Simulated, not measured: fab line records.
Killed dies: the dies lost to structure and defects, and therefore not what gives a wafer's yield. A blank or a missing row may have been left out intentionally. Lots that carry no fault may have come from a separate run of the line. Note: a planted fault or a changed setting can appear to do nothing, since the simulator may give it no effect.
Lot-split experiment ; flow sky130 ; 23 wafers read across 5 lots, on a route 708 steps long

SPLIT DETAILS
At SKY_LOCAL_INTERCONNECT_EXPOSE_08 (exposes mask LI1M, target cd 170 nm), the setting dose_mj was moved away from the recipe's 28 on 9 of the 23 wafers read, by -7.4% to -4.6%. The other wafers ran this setting at the recipe's value.

FROM THE SPLIT TO THE READING: what the file shows between them, 2 steps
- SKY_LOCAL_INTERCONNECT_PEB_09
- SKY_LOCAL_INTERCONNECT_DEVELOP_10: develop time 60 s

THE READING
At SKY_LOCAL_INTERCONNECT_CD_MEAS_11: cd_nm in nanometres, against a target cd of 170 nm. On this fab line, fault-free wafers typically give 170.6 nm with a standard deviation of 1.4 nm.

wafer;tool, chamber at the split;dose_mj as run;against the recipe;cd_nm, nm;against lot-mates on the recipe
L074.1;krf_scanner-02, 0;28;recipe;168.4;-
L074.2;krf_scanner-02, 0;28;recipe;166.6;-
L074.3;krf_scanner-02, 0;28;recipe;168.3;-
L074.5;krf_scanner-02, 0;28;recipe;168.2;-
L074.6;krf_scanner-02, 0;28;recipe;168.3;-
L075.1;krf_scanner-02, 0;26.21;-6.4%;183.9;+12.8
L075.3;krf_scanner-02, 0;26.21;-6.4%;184.5;+13.4
L075.4;krf_scanner-02, 0;28;recipe;171.1;-
L075.5;krf_scanner-02, 0;28;recipe;171.1;-
L075.6;krf_scanner-02, 0;26.21;-6.4%;184.4;+13.3
L077.1;krf_scanner-01, 0;28;recipe;169.2;-
L077.2;krf_scanner-01, 0;25.93;-7.4%;183.6;+14.9
L077.4;krf_scanner-01, 0;25.93;-7.4%;183.8;+15.1
L077.5;krf_scanner-01, 0;28;recipe;168.2;-
L077.6;krf_scanner-01, 0;25.93;-7.4%;184.3;+15.6
L081.1;krf_scanner-01, 0;28;recipe;173.0;-
L081.3;krf_scanner-01, 0;28;recipe;171.5;-
L081.4;krf_scanner-01, 0;28;recipe;171.3;-
L085.1;krf_scanner-02, 0;26.7;-4.6%;180.0;+8.6
L085.2;krf_scanner-02, 0;28;recipe;170.9;-
L085.3;krf_scanner-02, 0;26.7;-4.6%;179.9;+8.5
L085.4;krf_scanner-02, 0;28;recipe;172.0;-
L085.5;krf_scanner-02, 0;26.7;-4.6%;180.2;+8.8

FIT RESULTS
A straight line over all 23 wafers: cd_nm changes by -2.06 nm for each +1% of dose_mj; r = -0.97; the points scatter about the line by 1.7 nm.
The same after taking each lot's own level away (the mean of its wafers on the recipe; 23 wafers): -2.03 nm for each +1%; r = -1.00; scatter 0.61 nm.
That fit puts the effect of the largest move of dose_mj on the reading at 15 nm.
The lots' own levels span 167.96 to 171.93 nm, that is 2.8 times the standard deviation above.
Hence the lot-to-lot level has little effect on the slope; both slopes agree.
Check: for one of the wafers moved furthest among these (-7.4%), held out of the fit, the line's prediction against its lot-mates is +14.9 nm. It came out at +14.9 nm against them.

ADDITIONAL SPLITS CARRIED BY THESE WAFERS
Other splits were also applied to these wafers ahead of the reading. Each is held against what the fit with the lots' levels taken away leaves over:
other split on the same wafers;wafers away from the commonest value;r with cd_nm (lot level and that fit taken away)
SKY_LOCAL_INTERCONNECT_SPUTTER_00 time_s;9;+0.09

THE WHOLE CHAIN: every reading that the file lists as answering this split, in the file's order
step;what it does;reading;change (the file's fit);r (the file's)
SKY_LOCAL_INTERCONNECT_CD_MEAS_11;target cd 170 nm;cd_nm;-2.02 nm for each +1% of the setting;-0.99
SKY_LOCAL_INTERCONNECT_ETCH_13;etches BARC in N2/H2, stops on SiO2, time 45.9 s, target depth 60 nm;LOCAL_INTERCONNECT.cd_nm (the simulator's own value, which no gauge read);-2.05 nm for each +1% of the setting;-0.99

THE FILE'S OWN FIT
cd_nm changes by -2.02 nm for each +1% of dose_mj, r = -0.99.
